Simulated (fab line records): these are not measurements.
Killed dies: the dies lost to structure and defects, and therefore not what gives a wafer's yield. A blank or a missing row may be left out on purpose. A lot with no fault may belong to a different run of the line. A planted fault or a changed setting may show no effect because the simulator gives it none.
Which of the tools did it? | flow gf180mcu | 6 lots with 18 wafers sampled at 3 steps, on a route of 602 steps

WHAT THE GAUGES SHOWED, per wafer
GF_HV_LDD_TW_MEAS_38.
lot  | measured     | on            | HV_LDD_3_TW
L480 | day 13 13:46 | film_metro-02 | 1444 1444 1441
L482 | day 14 10:49 | film_metro-04 | 1410 1394 1399
L486 | day 15 14:07 | film_metro-04 | 1415 1410 1402
L491 | day 17 03:28 | film_metro-03 | 1421 1416 1413
L496 | day 18 21:38 | film_metro-04 | 1408 1399 1402
L501 | day 20 01:56 | film_metro-02 | 1427 1439 1435

WHICH TOOL RAN EACH LOT (tool, then ch and the chambers of the sampled wafers, then the start)
lot  | GF_POLY_GATE_ETCH_12               | GF_HV_LDD_IMPLANT_36
L480 | rie_diel-02 ch 0,1,3, day 10 23:19 | implanter-03 ch 0, day 13 13:31
L482 | rie_diel-04 ch 1,2, day 11 15:34   | implanter-01 ch 0, day 14 10:35
L486 | rie_diel-04 ch 0,1,2, day 12 19:02 | implanter-01 ch 0, day 15 13:52
L491 | rie_diel-02 ch 0,1,2, day 14 02:41 | implanter-04 ch 0, day 17 03:14
L496 | rie_diel-03 ch 2,3, day 15 10:13   | implanter-04 ch 0, day 18 21:26
L501 | rie_diel-04 ch 1,2, day 16 17:02   | implanter-03 ch 0, day 20 01:43
- GF_POLY_GATE_ETCH_12: etches BARC in N2/H2.
- GF_HV_LDD_IMPLANT_36

THE ANSWER, worked out from the rows above alone
Rule: what is usual is taken from the lots themselves. Put in order of their means at a reading, lots are off if they are a third of the lots or fewer, leave a main group of 4 or more, and stand apart from it by a gap of 3 or more times the standard deviation of the main group's means; of several such gaps the widest counts. Not used: any main group whose means are identical at the precision the tables above print for the reading. Also off: a lot with no number at a reading for which 4 or more lots have one. The other lots that the step has rows for count as sound.
Across all readings shown, no lot is off: no conclusion can be drawn from this.

WHAT WAS PUT IN BY THE SIMULATOR
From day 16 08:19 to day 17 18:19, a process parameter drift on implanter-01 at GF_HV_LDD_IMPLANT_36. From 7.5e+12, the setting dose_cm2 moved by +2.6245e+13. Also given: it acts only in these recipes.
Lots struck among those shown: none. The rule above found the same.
